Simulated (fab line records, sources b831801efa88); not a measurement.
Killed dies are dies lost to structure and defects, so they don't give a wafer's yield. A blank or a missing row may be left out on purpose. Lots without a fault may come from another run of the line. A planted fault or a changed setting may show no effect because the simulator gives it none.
fab line records | flow sky130
record lots=15 wafers=45 last_day=51
route steps=708 shown METAL3@565 VIA3@585 METAL4@599
lots that met no fault: from a run of the same line without faults
start_h: hours from the record's first day to the start of the lot's first wafer shown | wait_h: hours since the lot's step before | " the same as in the row above | L1.1+2: a row that stands for several wafers | - no value, or no start given | * or withheld: withheld | < > ~ a bound
route shown NAME@n: a module of which the file shows steps, and the number in the route of the first | usual: mean/standard deviation of fault-free wafers | same: alike in all rows | chamber/n: place in a boat | sites: the reading at each site | _std_site: their standard deviation | _edge_site: outer sites' mean less inner sites' | radius_mm: how far each site lies from the wafer's centre | mask NAME#n: copy n | behind: the tool/chamber that last shaped the wafer | hold: why the lot was held/for how many hours/how that ended | device: the transistor (n, p or np) that didn't switch | end of line: the same wafers' tests at the end of the route | a step without rows: its recipe alone | killed: dies lost to structure and defects at the first sort, not the wafer's yield | map: a wafer's dies, x killed, . not, _ none there
set.NAME: the setting as run; set.NAME@STEP: as run at that earlier step | model.NAME: the simulator's own value behind a step, which no gauge read
steps of the route over a sample of lots; a table a step, a row a wafer
services: from which hour (start_h, from the record's first day; less than 0 if before it) a tool's chamber was out of use, for how many hours, and why
## steps
# step SKY_METAL3_DESCUM_15
# recipe chemistry=O2 source_power_w=150 bias_power_w=0 pressure_mtorr=10 temp_c=40 time_s=8
# usual drypump_motor_current_A=6.0/0.38 oes_product_au=0.996/0.013 rf_fwd_power_W=147.0/0.7
# same bias_power_w=0
# columns lot.wafer tool chamber start_h wait_h drypump_motor_current_A oes_product_au rf_fwd_power_W rf_hours_counter_h
L615.1 rie_metal-02 1 928.95 0.0 5.8 1.012 146.7 12
L615.4 " 1 " " 5.8 1.013 147.1 -
L615.5 " 1 " " 5.8 1.009 147.5 -
L616.1 rie_metal-01 1 932.30 0.0 5.9 1.008 147.9 12
L616.4 " 1 " " 5.9 1.010 147.7 -
L616.5 " 1 " " 5.9 1.005 147.1 -
L619.1 rie_metal-04 1 944.65 0.0 6.8 1.004 146.2 16
L619.2 " 0 " " 6.2 1.015 146.3 9
L619.3 " 1 " " 6.8 1.016 145.9 -
L618.1 rie_metal-02 1 945.00 0.0 5.8 1.008 147.4 13
L618.5 " 1 " " 5.8 1.004 147.4 -
L618.6 " 1 " " 5.8 1.006 147.5 -
L620.1 rie_metal-02 0 961.43 0.0 6.2 0.986 146.3 13
L620.2 " 1 " " 5.8 1.017 147.2 14
L620.6 " 0 " " 6.2 0.979 146.2 -
L621.2 rie_metal-02 0 964.83 0.0 6.2 0.984 146.9 13
L621.5 " 0 " " 6.2 0.979 146.0 -
L621.6 " 1 " " 5.7 1.012 147.7 -
L623.1 rie_metal-01 0 976.73 0.0 5.3 0.988 147.8 17
L623.3 " 0 " " 5.3 0.983 147.6 -
L623.4 " 1 " " 5.9 1.006 147.6 -
L626.1 rie_metal-01 0 989.93 0.0 5.3 0.985 146.5 18
L626.5 " 1 " " 5.9 1.016 148.4 -
L626.6 " 0 " " 5.4 0.989 146.8 -
L628.1 rie_metal-02 0 1019.95 0.0 6.2 0.982 146.7 16
L628.4 " 0 " " 6.2 0.989 146.0 -
L628.5 " 1 " " 5.8 1.007 147.2 -
L629.1 rie_metal-04 1 1023.10 0.0 6.8 0.999 146.5 20
L629.4 " 1 " " 6.8 1.002 146.4 -
L629.6 " 0 " " 6.2 1.010 147.0 -
L630.3 rie_metal-02 0 1028.56 0.0 6.3 0.982 145.9 -
L630.5 " 1 " " 5.8 0.993 148.7 -
L630.6 " 0 " " 6.2 0.988 145.8 -
L633.1 rie_metal-04 0 1062.10 0.0 6.1 1.016 146.7 16
L633.5 " 0 " " 6.2 1.011 146.3 -
L633.6 " 0 " " 6.1 1.007 146.2 -
L635.2 rie_metal-02 1 1067.18 0.0 5.8 1.005 147.5 21
L635.4 " 1 " " 5.8 0.997 147.7 -
L635.6 " 0 " " 6.3 0.974 146.4 -
L634.1 rie_metal-01 0 1069.05 0.0 5.3 0.992 146.8 23
L634.3 " 0 " " 5.4 0.980 147.1 -
L634.4 " 1 " " 5.9 0.999 147.5 -
L637.4 rie_metal-02 0 1073.46 0.0 6.2 0.982 146.3 -
L637.5 " 1 " " 5.8 1.012 147.7 -
L637.6 " 0 " " 6.2 0.981 146.6 -
# step SKY_VIA3_CD_MEAS_12
# recipe target_cd_nm=200
# usual cd_nm=200.4/1.3
# columns lot.wafer tool chamber start_h wait_h cd_nm
L615.1 cd_sem-01 - 955.81 - 200.9
L615.4 " - " " 200.4
L615.5 " - " " 200.4
L616.1 cd_sem-01 - 959.04 - 199.7
L616.4 " - " " 200.0
L616.5 " - " " 199.3
L619.1 cd_sem-02 - 971.01 - 199.7
L619.2 " - " " 201.9
L619.3 " - " " 202.8
L618.1 cd_sem-01 - 971.43 - 201.4
L618.5 " - " " 200.7
L618.6 " - " " 202.0
L620.1 cd_sem-02 - 987.04 - 201.3
L620.2 " - " " 199.7
L620.6 " - " " 199.6
L621.2 cd_sem-02 - 990.15 - 198.7
L621.5 " - " " 199.8
L621.6 " - " " 200.1
L623.1 cd_sem-02 - 1003.36 - 202.3
L623.3 " - " " 203.4
L623.4 " - " " 201.9
L626.1 cd_sem-01 - 1015.56 - 201.0
L626.5 " - " " 201.2
L626.6 " - " " 202.0
L628.1 cd_sem-02 - 1044.24 - 198.5
L628.4 " - " " 198.4
L628.5 " - " " 199.4
L629.1 cd_sem-02 - 1047.74 - 199.9
L629.4 " - " " 198.8
L629.6 " - " " 199.0
L630.3 cd_sem-01 - 1053.12 - 198.9
L630.5 " - " " 198.8
L630.6 " - " " 199.3
L633.1 cd_sem-01 - 1085.18 - 200.7
L633.5 " - " " 200.4
L633.6 " - " " 199.8
L635.2 cd_sem-02 - 1091.30 - 201.9
L635.4 " - " " 200.8
L635.6 " - " " 200.0
L634.1 cd_sem-02 - 1092.78 - 200.8
L634.3 " - " " 199.8
L634.4 " - " " 199.5
L637.4 cd_sem-02 - 1096.85 - 197.6
L637.5 " - " " 198.3
L637.6 " - " " 199.6
# step SKY_VIA3_ETCH_14
# recipe chemistry=N2/H2 target=BARC ion_energy_ev=200 source_w=500 bias_w=100 pressure_mtorr=30 n2_flow_sccm=100 h2_flow_sccm=200 stop_on=SiO2 time_s=45.9 target_depth_a=600
# usual bias_w=99.97/0.29 chamber_pressure_mTorr=30.000/0.026 drypump_motor_current_A=5.7/0.41 oes_product_au=0.855/0.0048 rf_fwd_power_W=494.6/2.1 throttle_valve_pct=13.226/0.0084
# columns lot.wafer tool chamber start_h wait_h bias_w chamber_pressure_mTorr drypump_motor_current_A oes_product_au rf_fwd_power_W rf_hours_counter_h throttle_valve_pct
L615.1 rie_diel-03 1 955.97 0.0 99.58 30.046 5.4 0.858 495.9 15 13.226
L615.4 " 3 " " 99.98 29.988 5.8 0.857 493.5 - 13.225
L615.5 " 0 " " 99.85 29.961 5.8 0.856 497.7 - 13.223
L616.1 rie_diel-03 3 959.20 0.0 100.41 29.971 5.8 0.857 495.5 11 13.227
L616.4 " 1 " " 99.97 30.025 5.5 0.855 498.5 - 13.236
L616.5 " 3 " " 99.82 30.028 5.8 0.861 494.8 - 13.222
L619.1 rie_diel-03 3 971.17 0.0 100.10 30.023 5.8 0.853 495.3 11 13.212
L619.2 " 0 " " 100.39 30.022 5.7 0.850 491.4 29 13.242
L619.3 " 1 " " 100.09 30.017 5.5 0.844 495.9 16 13.232
L618.1 rie_diel-01 1 971.58 0.0 - - - - - - -
L618.5 " 3 " " - - - - - - -
L618.6 " 2 " " - - - - - - -
L620.1 rie_diel-03 0 987.20 0.0 - - - - - - -
L620.2 " 3 " " - - - - - - -
L620.6 " 1 " " - - - - - - -
L621.2 rie_diel-01 2 990.28 0.0 - - - - - - -
L621.5 " 2 " " - - - - - - -
L621.6 " 3 " " - - - - - - -
L623.1 rie_diel-03 3 1003.52 0.0 99.77 30.027 5.8 0.855 493.2 12 13.219
L623.3 " 0 " " 100.61 29.983 5.7 0.859 494.6 30 13.230
L623.4 " 2 " " 99.80 29.952 6.4 0.850 493.4 1 13.217
L626.1 rie_diel-02 0 1015.72 0.0 99.61 29.991 5.3 0.846 495.3 11 13.226
L626.5 " 2 " " 99.40 30.021 4.9 0.855 495.1 - 13.213
L626.6 " 0 " " 100.30 29.987 5.3 0.855 493.4 - 13.232
L628.1 rie_diel-02 1 1044.40 0.0 99.49 30.013 5.5 0.847 494.3 19 13.237
L628.4 " 2 " " 100.62 29.969 4.9 0.861 496.4 21 13.231
L628.5 " 0 " " 99.65 30.014 5.2 0.856 494.5 - 13.234
L629.1 rie_diel-03 0 1047.90 0.0 99.83 30.047 5.7 0.861 493.0 1 13.234
L629.4 " 2 " " 100.02 29.996 6.4 0.845 493.1 2 13.220
L629.6 " 3 " " 99.35 30.010 5.8 0.853 495.1 - 13.252
L630.3 rie_diel-03 2 1053.23 0.0 99.86 30.022 6.4 0.865 495.5 3 13.208
L630.5 " 1 " " 99.76 29.967 5.5 0.853 492.6 - 13.215
L630.6 " 2 " " 100.08 29.979 6.4 0.850 490.7 - 13.214
L633.1 rie_diel-01 0 1085.33 0.0 99.90 30.020 6.0 0.854 494.7 18 13.226
L633.5 " 1 " " 100.22 29.973 5.1 0.851 488.8 - 13.210
L633.6 " 0 " " 100.09 30.003 6.0 0.854 494.0 - 13.218
L635.2 rie_diel-02 1 1091.43 0.0 100.07 29.987 5.5 0.852 496.3 21 13.228
L635.4 " 1 " " 99.95 29.982 5.5 0.853 496.3 - 13.231
L635.6 " 2 " " 100.23 29.971 4.9 0.854 495.7 - 13.210
L634.1 rie_diel-03 3 1092.93 0.0 100.04 30.024 5.8 0.855 493.4 16 13.228
L634.3 " 0 " " 99.62 30.025 5.8 0.857 494.8 2 13.216
L634.4 " 1 " " 99.99 29.999 5.5 0.854 499.8 20 13.218
L637.4 rie_diel-03 1 1096.95 0.0 99.85 29.978 5.5 0.855 495.5 20 13.210
L637.5 " 0 " " 100.24 30.022 5.7 0.858 493.6 - 13.218
L637.6 " 1 " " 99.47 29.983 5.5 0.854 494.0 - 13.229
# step SKY_VIA3_ETCH_15
# recipe target=SiO2 chemistry=C4F8/O2/Ar target_depth_nm=507 stop_on=TiN mask_material=KrF-thick source_w=1500 bias_w=1200 pressure_mtorr=40 c4f8_flow_sccm=withheld O2_flow_sccm=6 Ar_flow_sccm=300 time_s=78
# usual bias_w=1200/3.4 chamber_pressure_mTorr=40.00/0.031 oes_product_au=0.946/0.0049 rf_fwd_power_W=1489/5.3
# columns lot.wafer tool chamber start_h wait_h bias_w chamber_pressure_mTorr oes_product_au rf_fwd_power_W
L615.1 rie_diel-03 1 956.01 0.0 1204 39.98 0.948 1496
L615.4 " 3 " " 1200 39.96 0.941 1500
L615.5 " 0 " " 1204 39.97 0.948 1488
L616.1 rie_diel-03 3 959.24 0.0 1200 39.97 0.946 1484
L616.4 " 1 " " 1195 39.98 0.956 1488
L616.5 " 3 " " 1198 40.01 0.949 1495
L619.1 rie_diel-03 3 971.21 0.0 1206 40.02 0.948 1488
L619.2 " 0 " " 1202 40.02 0.956 1490
L619.3 " 1 " " 1201 39.99 0.958 1490
L618.1 rie_diel-01 1 971.62 0.0 1202 40.00 0.374 1487
L618.5 " 3 " " 1205 39.97 0.369 1498
L618.6 " 2 " " 1201 39.98 0.364 1486
L620.1 rie_diel-03 0 987.24 0.0 1201 40.01 0.374 1490
L620.2 " 3 " " 1204 40.02 0.367 1496
L620.6 " 1 " " 1197 40.03 0.375 1483
L621.2 rie_diel-01 2 990.32 0.0 1199 40.05 0.368 1491
L621.5 " 2 " " 1199 39.93 0.373 1489
L621.6 " 3 " " 1198 39.97 0.380 1488
L623.1 rie_diel-03 3 1003.56 0.0 1196 40.02 0.954 1490
L623.3 " 0 " " 1200 40.02 0.942 1485
L623.4 " 2 " " 1207 40.00 0.942 1489
L626.1 rie_diel-02 0 1015.76 0.0 1196 39.96 0.940 1484
L626.5 " 2 " " 1202 39.95 0.934 1496
L626.6 " 0 " " 1198 40.00 0.951 1489
L628.1 rie_diel-02 1 1044.44 0.0 1199 39.95 0.944 1497
L628.4 " 2 " " 1201 40.01 0.944 1488
L628.5 " 0 " " 1199 40.03 0.952 1491
L629.1 rie_diel-03 0 1047.94 0.0 1199 40.00 0.946 1482
L629.4 " 2 " " 1209 40.02 0.944 1493
L629.6 " 3 " " 1198 39.97 0.941 1487
L630.3 rie_diel-03 2 1053.27 0.0 1199 40.01 0.953 1484
L630.5 " 1 " " 1199 39.98 0.940 1493
L630.6 " 2 " " 1205 40.02 0.945 1488
L633.1 rie_diel-01 0 1085.37 0.0 1200 39.99 0.945 1485
L633.5 " 1 " " 1201 39.99 0.951 1486
L633.6 " 0 " " 1202 39.99 0.946 1491
L635.2 rie_diel-02 1 1091.47 0.0 1199 39.97 0.947 1500
L635.4 " 1 " " 1197 39.95 0.945 1498
L635.6 " 2 " " 1203 39.97 0.942 1487
L634.1 rie_diel-03 3 1092.97 0.0 1203 40.03 0.944 1487
L634.3 " 0 " " 1202 39.98 0.958 1483
L634.4 " 1 " " 1197 39.98 0.939 1498
L637.4 rie_diel-03 1 1096.99 0.0 1198 40.03 0.949 1488
L637.5 " 0 " " 1201 40.01 0.946 1487
L637.6 " 1 " " 1202 40.02 0.942 1491
# step SKY_VIA3_STRIP_16
# recipe chemistry=O2/N2 power_w=1400 pressure_mtorr=1500 platen_temp_c=withheld o2_flow_sccm=3000 n2_flow_sccm=300 overash_fraction=0.5
# usual drypump_motor_current_A=6.0/0.52 oes_product_au=0.402/0.0044 strip_time_to_endpoint_s=4.127/0.021
# columns lot.wafer tool chamber start_h wait_h drypump_motor_current_A oes_product_au rf_hours_counter_h strip_time_to_endpoint_s
L615.1 plasma_asher-03 1 956.07 0.0 6.4 0.410 106 4.109
L615.4 " 0 " " 5.3 0.397 - 4.098
L615.5 " 0 " " 5.3 0.402 - 4.125
L616.1 plasma_asher-01 0 959.30 0.0 6.4 0.400 87 4.124
L616.4 " 0 " " 6.4 0.402 - 4.140
L616.5 " 1 " " 6.5 0.404 - 4.099
L619.1 plasma_asher-01 0 971.27 0.0 6.4 0.397 88 4.122
L619.2 " 1 " " 6.5 0.398 88 4.126
L619.3 " 1 " " 6.5 0.404 - 4.170
L618.1 plasma_asher-03 0 971.68 0.0 5.4 0.420 108 4.593
L618.5 " 0 " " 5.3 0.423 - 4.547
L618.6 " 1 " " 6.4 0.421 - 4.565
L620.1 plasma_asher-01 0 987.30 0.0 6.4 0.421 90 4.579
L620.2 " 1 " " 6.4 0.418 90 4.546
L620.6 " 1 " " 6.5 0.422 - 4.590
L621.2 plasma_asher-01 0 990.38 0.0 6.4 0.417 90 4.573
L621.5 " 0 " " 6.4 0.421 - 4.570
L621.6 " 1 " " 6.5 0.413 - 4.546
L623.1 plasma_asher-02 1 1003.62 0.0 5.4 0.404 55 4.120
L623.3 " 1 " " 5.4 0.398 - 4.135
L623.4 " 0 " " 5.4 0.400 - 4.145
L626.1 plasma_asher-03 0 1015.82 0.0 5.4 0.396 113 4.159
L626.5 " 0 " " 5.4 0.399 - 4.129
L626.6 " 1 " " 6.5 0.396 - 4.123
L628.1 plasma_asher-01 1 1044.50 0.0 6.4 0.405 96 4.145
L628.4 " 0 " " 6.4 0.400 - 4.139
L628.5 " 1 " " 6.5 0.405 - 4.101
L629.1 plasma_asher-03 1 1048.00 0.0 6.4 0.400 116 4.152
L629.4 " 1 " " 6.4 0.404 - 4.127
L629.6 " 0 " " 5.3 0.396 - 4.109
L630.3 plasma_asher-03 0 1053.37 0.1 5.3 0.408 - 4.129
L630.5 " 0 " " 5.4 0.404 - 4.103
L630.6 " 1 " " 6.4 0.401 - 4.154
L633.1 plasma_asher-01 0 1085.43 0.0 6.4 0.410 100 4.138
L633.5 " 1 " " 6.5 0.396 - 4.143
L633.6 " 0 " " 6.4 0.398 - 4.133
L635.2 plasma_asher-02 0 1091.53 0.0 5.4 0.406 63 4.152
L635.4 " 1 " " 5.4 0.404 - 4.150
L635.6 " 1 " " 5.4 0.398 - 4.147
L634.1 plasma_asher-01 0 1093.03 0.0 6.4 0.409 101 4.117
L634.3 " 0 " " 6.4 0.403 - 4.149
L634.4 " 1 " " 6.5 0.401 - 4.127
L637.4 plasma_asher-02 1 1097.08 0.1 5.4 0.409 - 4.156
L637.5 " 1 " " 5.4 0.403 - 4.156
L637.6 " 0 " " 5.4 0.406 - 4.137
# step SKY_METAL4_SPUTTER_01
# recipe material=TiN target_thk_nm=20 power_w=6500 time_s=16.7 chamber_pressure_pa=0.4
# usual throttle_valve_pct=29.5/1.3
# columns lot.wafer tool chamber start_h wait_h throttle_valve_pct
L615.1 pvd_sputter-01 - 957.35 0.0 28.3
L615.4 " - " " 30.8
L615.5 " - " " 31.1
L616.1 pvd_sputter-03 - 960.58 0.0 31.2
L616.4 " - " " 27.4
L616.5 " - " " 28.0
L619.1 pvd_sputter-01 - 972.85 0.0 28.6
L619.2 " - " " 30.8
L619.3 " - " " 30.2
L623.1 pvd_sputter-01 - 1004.90 0.0 30.9
L623.3 " - " " 28.4
L623.4 " - " " 28.4
L626.1 pvd_sputter-03 - 1017.14 0.0 28.3
L626.5 " - " " 28.4
L626.6 " - " " 29.8
L628.1 pvd_sputter-03 - 1045.78 0.0 27.5
L628.4 " - " " 31.3
L628.5 " - " " 31.2
L629.1 pvd_sputter-04 - 1049.54 0.0 29.9
L629.4 " - " " 30.2
L629.6 " - " " 28.5
L630.3 pvd_sputter-04 - 1054.61 0.0 29.6
L630.5 " - " " 31.3
L630.6 " - " " 28.8
L633.1 pvd_sputter-04 - 1086.73 0.0 29.8
L633.5 " - " " 29.5
L633.6 " - " " 28.6
L635.2 pvd_sputter-01 - 1092.81 0.0 28.6
L635.4 " - " " 31.1
L635.6 " - " " 28.7
L634.1 pvd_sputter-03 - 1094.32 0.0 29.7
L634.3 " - " " 31.3
L634.4 " - " " 28.3
L637.4 pvd_sputter-03 - 1098.36 0.0 29.7
L637.5 " - " " 31.3
L637.6 " - " " 27.6
## services
# columns tool chamber start_h hours kind
rie_diel-03 2 917.48 22.3 repair
plasma_asher-03 - 932.99 3.8 repair
rie_metal-02 0 937.71 21.2 repair
rie_metal-04 - 939.14 4.5 repair
rie_diel-01 3 946.16 3.8 repair
plasma_asher-01 - 947.69 1.3 repair
plasma_asher-02 - 967.48 15.6 pm
rie_diel-02 2 973.75 11.4 repair
rie_metal-02 0 982.23 2.6 repair
rie_diel-02 2 1003.77 11.6 repair
rie_metal-04 - 1013.43 2.8 pm
rie_diel-01 0 1027.72 2.6 repair
rie_diel-03 - 1028.05 0.4 repair
pvd_sputter-04 - 1031.10 4.0 repair
rie_diel-03 3 1039.49 2.2 repair
rie_diel-01 0 1044.58 5.7 repair
plasma_asher-03 - 1055.25 9.0 pm
rie_diel-03 1 1058.59 1.6 repair
pvd_sputter-03 - 1073.99 4.0 repair
plasma_asher-03 - 1076.97 12.3 repair
rie_diel-03 - 1078.68 1.5 repair
rie_diel-02 3 1089.13 14.8 repair
rie_diel-01 - 1093.38 2.8 pm
plasma_asher-03 - 1095.47 7.5 repair
## key
first_sign step=SKY_VIA3_ETCH_14 reading=tool_record direction=missing
effect step=SKY_VIA3_ETCH_15 reading=oes_product_au direction=down sigmas=99+ usual=0.946 struck=0.372
effect step=SKY_VIA3_STRIP_16 reading=strip_time_to_endpoint_s direction=up sigmas=21 usual=* struck=*
met_at SKY_VIA3_ETCH_14
struck_lots L618,L620,L621
later_rows_left_out L618.1,L618.5,L618.6,L620.1,L620.2,L620.6,L621.2,L621.5,L621.6
sort_left_out L618.1,L618.5,L618.6,L620.1,L620.2,L620.6,L621.2,L621.5,L621.6
not_acting_at SKY_METAL3_DESCUM_15,SKY_VIA3_CD_MEAS_12,SKY_METAL4_SPUTTER_01
onset_between 971.17 971.58
fault kind=skipped_step_whole tool=rie_diel-01,rie_diel-03 chamber=- onset_h=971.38 steps=SKY_VIA3_ETCH_14 scope=struck_lots_only
# sort_left_out: the simulated sort isn't trusted on such a fault, so these wafers' sort isn't shown, and their yield isn't known
# later_rows_left_out: the simulator's readings of these wafers behind a module that went badly wrong aren't trusted and aren't shown, but for the sort
